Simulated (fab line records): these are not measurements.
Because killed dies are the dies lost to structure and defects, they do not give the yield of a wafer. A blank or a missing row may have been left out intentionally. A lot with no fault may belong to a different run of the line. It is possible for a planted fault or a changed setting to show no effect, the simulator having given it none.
A lot that was struck, set against a sound lot || flow sky130 || 17 steps out of a route of 708
Sound: the wafers L593.4, L593.5, L593.6. Wafers L583.3, L583.5, L583.6 were the ones struck. Last of all comes the cause.
Each step with rows lists, per side, the tool, then ch with its chambers, then its first start. Under that, the readings that differ: sound wafers || struck wafers || difference of the means || sigmas: that difference in standard deviations of wafers without a fault.
alike: a reading whose means differ by less than 2 such deviations, as well as words and numbers matching on both sides. not compared: withheld readings; readings where some wafer has no value; bounds like >300 that might hide an equal value; numbers whose values overlap and for which the record gives no deviation.
The two part at a step that has a row with sigmas, a row that says differs or no value, or rows on one side only. Numbers that don't overlap but have no deviation are shown without sigmas and don't part them. Lack of a reading on every wafer of one side parts them only where that side has two or more wafers.

SKY_LDD_HVN_OVL_MEAS_07:
  struck on overlay-01, day 20 21:22; sound on overlay-01, day 26 21:19
  alike: LDD_HVN_OVL
after that, 1 step had no rows for these wafers: SKY_LDD_HVN_IMPLANT_08.
SKY_LDD_HVN_STRIP_09: strips in O2/N2.
  sound on plasma asher-02 ch 0,1, day 26 21:31; struck on plasma asher-04 ch 0,1, day 20 21:34
  alike: drypump motor current A, n2 flow sccm, oes product au, strip time to endpoint s
  not compared: rf hours counter h
SKY_LDD_HVN_TW_MEAS_10:
  struck on film metro-03, day 20 21:40; sound on film metro-04, day 26 21:37
{"reading": "LDD_HVN_TW", "sound": "1480 1471 1482", "struck": "1429 1432 1424", "difference": -49, "sigmas": -2}
then, 7 steps without rows for these wafers: SKY_LDD_HVP_DEHYDRATE_00 (time 60 s); SKY_LDD_HVP_HMDS_01 (prime time 60 s); SKY_LDD_HVP_COAT_02 (resist thk 300 nm); SKY_LDD_HVP_SOFTBAKE_03 (time 60 s); SKY_LDD_HVP_EXPOSE_04 (exposes mask HVPTM, target cd 700 nm); SKY_LDD_HVP_PEB_05; SKY_LDD_HVP_DEVELOP_06 (develop time 60 s).
SKY_LDD_HVP_OVL_MEAS_07:
  struck on overlay-01, day 22 03:45; sound on overlay-02, day 28 02:30
  alike: LDD_HVP_OVL
SKY_LDD_HVP_IMPLANT_08:
  sound on implanter-04 ch 0, day 28 02:35; struck on implanter-02 ch 0, day 22 04:08
SKY_LDD_HVP_STRIP_09: strips in O2/N2.
  sound on plasma asher-01 ch 0,1, day 28 02:42; struck on plasma asher-01 ch 0,1, day 22 04:16
{"reading": "strip time to endpoint s (s)", "sound": "4.147 4.138 4.167", "struck": "4.106 4.085 4.109", "difference": -0.051, "sigmas": -3}
  alike: drypump motor current A, n2 flow sccm, oes product au
  not compared: rf hours counter h
SKY_LDD_HVP_TW_MEAS_10:
  struck on film metro-01, day 22 04:22; sound on film metro-02, day 28 02:48
{"reading": "LDD_HVP_TW", "sound": "458 456 454", "struck": "574 575 574", "difference": "+118", "sigmas": "+24"}
then, 1 step without rows for these wafers: SKY_LDD_LDN_DEHYDRATE_00 (time 60 s).
-- here the record skips 24 days between the struck wafers' starts before and after, leaving off in module LDD_LDN and picking up in module PAD_OPEN (first step shown: number 708 of the route) --
SKY_PAD_OPEN_PROBE_99:
  struck on prober-01, day 46 03:04; sound on prober-01, day 50 04:37
{"reading": "model.etest.tip_p_5v.rs ohm sq", "sound": "2882 2887 2886", "struck": "1752 1754 1767", "difference": -1127, "sigmas": ""}
{"reading": "model.etest.pfet g5v0d10v5.r on ohm um", "sound": "4743 4776 4706", "struck": "4424 4360 4433", "difference": -336, "sigmas": ""}
{"reading": "model.etest.pfet g5v0d10v5.drive ua um", "sound": "342.1 343.9 345.8", "struck": "370.4 373.5 372.7", "difference": "+28.3", "sigmas": ""}
{"reading": "model.etest.res pdiff hv.rs ohm sq", "sound": "192.5 190.3 191.2", "struck": "187.2 185.8 188.1", "difference": -4.3, "sigmas": ""}
{"reading": "model.etest.pfet g5v0d10v5.off log10 a um", "sound": "-12.52 -12.35 -12.43", "struck": "-11.36 -11.38 -11.35", "difference": "+1.07", "sigmas": ""}
{"reading": "model.etest.ring_5v.delay ps", "sound": "44.98 44.83 45.01", "struck": "43.59 43.26 43.34", "difference": -1.54, "sigmas": ""}
{"reading": "model.etest.pfet g5v0d10v5.vt sat v (V)", "sound": "-0.6318 -0.6085 -0.63", "struck": "-0.5373 -0.5424 -0.5346", "difference": "+0.0853", "sigmas": ""}
  alike: killed_at_M0_to_M3, killed_at_M4_up, killed at contacts, killed at front end, killed at other, killed dies, killed open, killed short

WHERE THEY PART
Earliest at SKY_LDD_HVN_TW_MEAS_10; latest, in this record, at SKY_LDD_HVP_TW_MEAS_10. Later steps at which nothing parts them and some readings are alike: SKY_PAD_OPEN_PROBE_99.

WHY: what the simulator had put in
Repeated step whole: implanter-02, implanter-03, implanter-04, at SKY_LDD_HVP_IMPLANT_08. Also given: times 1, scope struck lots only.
